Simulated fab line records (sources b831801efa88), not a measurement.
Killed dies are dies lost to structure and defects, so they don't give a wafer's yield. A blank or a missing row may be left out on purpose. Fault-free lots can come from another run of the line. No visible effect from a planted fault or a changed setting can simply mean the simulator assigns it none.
Which tool did it? :: flow sfqLine :: 6 lots, 18 wafers sampled, at 5 steps of a route of 325

## WHAT THE GAUGES READ, wafer by wafer
SFQ_I1_BOW_MEAS_912.
lot: L326
measured: day 21 13:04
on: filmMetro-04
I1_BOW (um): -3 9 5

lot: L331
measured: day 25 03:40
on: filmMetro-01
I1_BOW (um): 9 3 -6

lot: L333
measured: day 25 21:50
on: filmMetro-01
I1_BOW (um): -8 3 6 - - -

lot: L339
measured: day 27 06:21
on: filmMetro-01
I1_BOW (um): 5 1 -12

lot: L344
measured: day 27 15:25
on: filmMetro-04
I1_BOW (um): -12 -6 -6

lot: L348
measured: day 28 00:21
on: filmMetro-04
I1_BOW (um): 2 10 1

## EACH LOT AND THE TOOL THAT RAN IT (in order: tool; ch and the chambers of the sampled wafers; start)
lot: L326
SFQ_TRILAYER_L0_STRIP_STRIP_009: rieMetal-04 ch 0,1, day 4 08:19
SFQ_TRILAYER_L0_VIA_ETCH_VIA_ETCH_016: rieDiel-03 ch 1,2,3, day 7 00:44
SFQ_TRILAYER_I1_DEP_PECVD_045: pecvd-03 ch 0,1,2, day 21 09:02
SFQ_TRILAYER_I1_CMP_CMP_046: cmp-01 ch 0,2,3, day 21 10:04

lot: L331
SFQ_TRILAYER_L0_STRIP_STRIP_009: rieMetal-03 ch 0,1, day 5 09:05
SFQ_TRILAYER_L0_VIA_ETCH_VIA_ETCH_016: rieDiel-04 ch 0,1,3, day 8 11:00
SFQ_TRILAYER_I1_DEP_PECVD_045: pecvd-03 ch 1,2, day 24 22:53
SFQ_TRILAYER_I1_CMP_CMP_046: cmp-01 ch 0,2,3, day 25 00:40

lot: L333
SFQ_TRILAYER_L0_STRIP_STRIP_009: rieMetal-04 ch 0,1, day 5 17:29
SFQ_TRILAYER_L0_VIA_ETCH_VIA_ETCH_016: rieDiel-04 ch 0,2,3, day 8 19:24
SFQ_TRILAYER_I1_DEP_PECVD_045: pecvd-04 ch 1,2, day 25 18:45
SFQ_TRILAYER_I1_CMP_CMP_046: cmp-01 ch 0,3, day 25 18:50

lot: L339
SFQ_TRILAYER_L0_STRIP_STRIP_009: rieMetal-01 ch 0,1, day 7 05:36
SFQ_TRILAYER_L0_VIA_ETCH_VIA_ETCH_016: rieDiel-02 ch 0,2,3, day 10 15:56
SFQ_TRILAYER_I1_DEP_PECVD_045: pecvd-04 ch 1,2, day 27 00:52
SFQ_TRILAYER_I1_CMP_CMP_046: cmp-02 ch 0,1,2, day 27 03:21

lot: L344
SFQ_TRILAYER_L0_STRIP_STRIP_009: rieMetal-01 ch 0,1, day 8 12:26
SFQ_TRILAYER_L0_VIA_ETCH_VIA_ETCH_016: rieDiel-02 ch 0,1,3, day 12 09:56
SFQ_TRILAYER_I1_DEP_PECVD_045: pecvd-01 ch 0,1,2, day 27 06:55
SFQ_TRILAYER_I1_CMP_CMP_046: cmp-02 ch 0,2,3, day 27 13:21

lot: L348
SFQ_TRILAYER_L0_STRIP_STRIP_009: rieMetal-01 ch 0,1, day 9 15:50
SFQ_TRILAYER_L0_VIA_ETCH_VIA_ETCH_016: rieDiel-04 ch 2,3, day 13 16:46
SFQ_TRILAYER_I1_DEP_PECVD_045: pecvd-03 ch 0,1,2, day 27 12:53
SFQ_TRILAYER_I1_CMP_CMP_046: cmp-02 ch 1,2,3, day 27 21:21
- SFQ_TRILAYER_L0_STRIP_STRIP_009: strips in O2.
- SFQ_TRILAYER_L0_VIA_ETCH_VIA_ETCH_016: etches SiO2 in CHF3, stops on MoNx KI, target depth 80 nm.
- SFQ_TRILAYER_I1_DEP_PECVD_045: deposits SiO2 from SiH4/N2O, time 111.11 s, target thk 500 nm.
- SFQ_TRILAYER_I1_CMP_CMP_046: polishes SiO2.

## THE ANSWER, worked out from the rows above alone
Rule: usual is defined by the lots themselves. The widest of any qualifying gaps counts: lots, ordered by their means at a reading, are off when they make up no more than a third of the lots, leave a main group of 4 or more, and stand apart from it by 3 or more times the standard deviation of that group's means. A main group is skipped when, at the precision printed for the reading in the tables above, its means are all equal. Also off: a lot with no number at a reading for which 4 or more lots have one. The other lots that the step has rows for count as sound.
None of the lots is off at any reading shown; this tells nothing.

## WHAT THE SIMULATOR HAD PUT IN
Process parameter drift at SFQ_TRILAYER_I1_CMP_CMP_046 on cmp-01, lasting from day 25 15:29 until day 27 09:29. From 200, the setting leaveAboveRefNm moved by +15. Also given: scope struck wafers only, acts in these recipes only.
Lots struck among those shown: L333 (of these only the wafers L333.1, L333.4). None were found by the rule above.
